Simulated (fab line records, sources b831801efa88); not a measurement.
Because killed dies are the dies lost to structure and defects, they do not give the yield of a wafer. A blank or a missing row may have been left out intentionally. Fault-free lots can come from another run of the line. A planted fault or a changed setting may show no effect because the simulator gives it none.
A single fault, viewed from 2 desks / flow sky130 / every desk sees just its own numbers, and what lay behind them comes last

AT THE METROLOGY DESK
What the gauges read, lot by lot, whatever tool the lot ran on: means of the sampled wafers that have a number. The brackets show how far a lot's mean lies from the usual mean; more than 4 standard deviations puts the lot out of limits, marked OUT.
Columns: A = VT_ADJUST_HVTR_OVL at SKY_VT_ADJUST_HVTR_OVL_MEAS_08, usual 1.9 nm; B = SONOS_ONO_CVD_02_THK at SKY_SONOS_ONO_THK_MEAS_03, usual 10.54 nm; C = GATE_OXIDE_OXIDATION_00_THK at SKY_GATE_OXIDE_THK_MEAS_02, usual 10.17 nm
lot=L539; first seen here=day 9 21:01; A=3.9; B=10.52; C=10.39
lot=L540; first seen here=day 10 02:43; A=2.5; B=10.55; C=9.87
lot=L541; first seen here=day 10 03:17; A=2.6; B=10.78; C=10.26
lot=L542; first seen here=day 10 10:08; A=1.5; B=10.69; C=9.95
lot=L543; first seen here=day 10 21:19; A=1.6; B=10.68; C=9.56
lot=L544; first seen here=day 11 08:41; A=0.8; B=10.59; C=9.82
lot=L553; first seen here=day 14 00:35; A=3.0; B=10.50; C=10.37
lot=L554; first seen here=day 14 11:23; A=0.5; B=10.35; C=10.28
lot=L555; first seen here=day 14 14:48; A=1.7; B=10.48; C=10.44
lot=L556; first seen here=day 15 01:16; A=2.6; B=10.39; C=10.36
lot=L557; first seen here=day 15 07:55; A=2.9; B=10.67; C=9.94
lot=L558; first seen here=day 15 14:11; A=0.7; B=10.46; C=10.27
lot=L559; first seen here=day 15 16:49; A=-0.1; B=10.52; C=10.36
lot=L561; first seen here=day 16 10:50; A=3.9; B=10.55; C=10.13
Result from this desk: across the 14 lots, nothing is out of limits.

AT THE TOOL OWNER'S DESK: lithoTrack-03
At SKY_SONOS_ONO_SOFTBAKE_09 (time 60 s), the tool's own readings, given per lot that ran on this tool as the mean of the sampled wafers with a number. The brackets show how far a lot's mean lies from the usual mean; more than 4 standard deviations puts the lot out of limits, marked OUT.
Columns: A = heaterPowerTotalW at SKY_SONOS_ONO_SOFTBAKE_09, usual 56.60 W; B = plateTempC at SKY_SONOS_ONO_SOFTBAKE_09, usual 90.01 C
lot=L540; first seen here=day 12 20:39; A=56.60; B=90.15
lot=L542; first seen here=day 13 04:15; A=56.62; B=89.87
lot=L543; first seen here=day 13 14:09; A=58.49 (+44) OUT; B=92.29 (+21) OUT
lot=L544; first seen here=day 14 04:41; A=58.51 (+44) OUT; B=92.21 (+20) OUT
lot=L554; first seen here=day 17 13:42; A=56.62; B=89.93
lot=L558; first seen here=day 18 19:49; A=56.57; B=89.92
lot=L559; first seen here=day 18 21:22; A=56.61; B=89.94
lot=L561; first seen here=day 19 19:36; A=56.61; B=90.02
Finding of this desk: L543, L544 out of limits; the first was L543 at day 13 14:09, on heaterPowerTotalW at SKY_SONOS_ONO_SOFTBAKE_09. In limits: L540, L542, L554, L558, L559, L561.

TAKEN TOGETHER
On L543, L544, at day 13 14:09, an alarm was possible from the tool owner's desk.
At the metrology desk, nothing out of limits was observed.
The metrology desk has L543, L544 on record, within its limits.
All the named lots went through SKY_SONOS_ONO_SOFTBAKE_09 on lithoTrack-03.

WHAT WAS PUT IN BY THE SIMULATOR
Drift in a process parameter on lithoTrack-03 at SKY_SONOS_ONO_SOFTBAKE_09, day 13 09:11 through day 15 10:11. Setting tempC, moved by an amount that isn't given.
Struck lots among those shown: L543, L544.
Each desk's first reading out of limits, in hours after the fault started: the tool owner's desk, 5.
